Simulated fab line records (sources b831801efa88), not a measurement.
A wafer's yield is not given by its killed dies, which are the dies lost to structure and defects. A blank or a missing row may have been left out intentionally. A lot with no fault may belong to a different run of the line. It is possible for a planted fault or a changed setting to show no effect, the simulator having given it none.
A struck lot beside a sound one ; flow sky130 ; 19 out of 708 route steps
Sound: these wafers, L617.2, L617.3, L617.5. Wafers struck: L623.2, L623.3, L623.4. At the end, the cause is stated.
For every step that has rows: the tool of each side, followed by ch and its chambers, followed by its first start. Under that, the readings that differ: sound wafers ; struck wafers ; difference of the means ; sigmas: that difference in standard deviations of wafers without a fault.
alike: same words and numbers on both sides, and readings whose means sit less than 2 such deviations apart. not compared: any withheld reading, any reading some wafer has no value for, any bound like >300 that may hide the same value, and any number with overlapping values for which the record gives no deviation.
A row with sigmas, a row that says differs or no value, or rows on one side alone: a step with any of these is where the two part. Non-overlapping numbers with no deviation appear without sigmas and do not part them. A reading that every wafer of one side lacks parts them only if that side has two wafers or more.

first, 6 steps without rows for these wafers: SKY_RES_XHIGH_COAT_02 (resist thk 1140 nm); SKY_RES_XHIGH_SOFTBAKE_03 (time 60 s); SKY_RES_XHIGH_EXPOSE_04 (exposes mask URPM, target cd 1270 nm); SKY_RES_XHIGH_PEB_05; SKY_RES_XHIGH_DEVELOP_06 (develop time 60 s); SKY_RES_XHIGH_IMPLANT_07.
SKY_RES_XHIGH_STRIP_08: strips in O2/N2.
  sound on plasma_asher-04 ch 1, day 28 04:08; struck on plasma_asher-01 ch 0,1, day 30 03:05
  alike: drypump_motor_current_A, oes_product_au, strip_time_to_endpoint_s
  not compared: rf_hours_counter_h
SKY_RES_XHIGH_TW_MEAS_09:
  struck on film_metro-04, day 30 03:11; sound on film_metro-04, day 28 04:14
  alike: RES_XHIGH_TW
then, 4 steps without rows for these wafers: SKY_SD_N_DEHYDRATE_00 (time 60 s); SKY_SD_N_HMDS_01 (prime time 60 s); SKY_SD_N_COAT_02 (resist thk 1140 nm); SKY_SD_N_SOFTBAKE_03 (time 60 s).
SKY_SD_N_EXPOSE_04: exposes mask NSDM, target cd 380 nm.
  sound on iline_stepper-01 ch 0, day 28 19:17; struck on iline_stepper-02 ch 0, day 30 16:55
reading;sound;struck;difference;sigmas
model.SD_N.overlay_x_nm (nm);-0.6982 -0.6982 -0.6982;-103.7 -103.7 -103.7;-103.0;
  alike: mask
then, 2 steps without rows for these wafers: SKY_SD_N_PEB_05; SKY_SD_N_DEVELOP_06 (develop time 60 s).
SKY_SD_N_CD_MEAS_07: the cd target is 380 nm.
  struck on cd_sem-02, day 31 05:54; sound on cd_sem-02, day 29 08:24
reading;sound;struck;difference;sigmas
cd_nm (nm);379.1 379.2 376.7;386.3 384.7 384.2;+6.7;+3
SKY_SD_N_OVL_MEAS_08:
  struck on overlay-01, day 31 06:00; sound on overlay-02, day 29 08:30
reading;sound;struck;difference;sigmas
SD_N_OVL (nm);-0.5 1.6 0.9;-102.0 -103.6 -103.2;-103.6;-65
then, 2 steps without rows for these wafers: SKY_SD_N_IMPLANT_09; SKY_PAD_OPEN_PROBE_99.

## WHERE THEY PART
At SKY_SD_N_CD_MEAS_07 first; at SKY_SD_N_OVL_MEAS_08 last (within this record only).

WHY: what the simulator had put in
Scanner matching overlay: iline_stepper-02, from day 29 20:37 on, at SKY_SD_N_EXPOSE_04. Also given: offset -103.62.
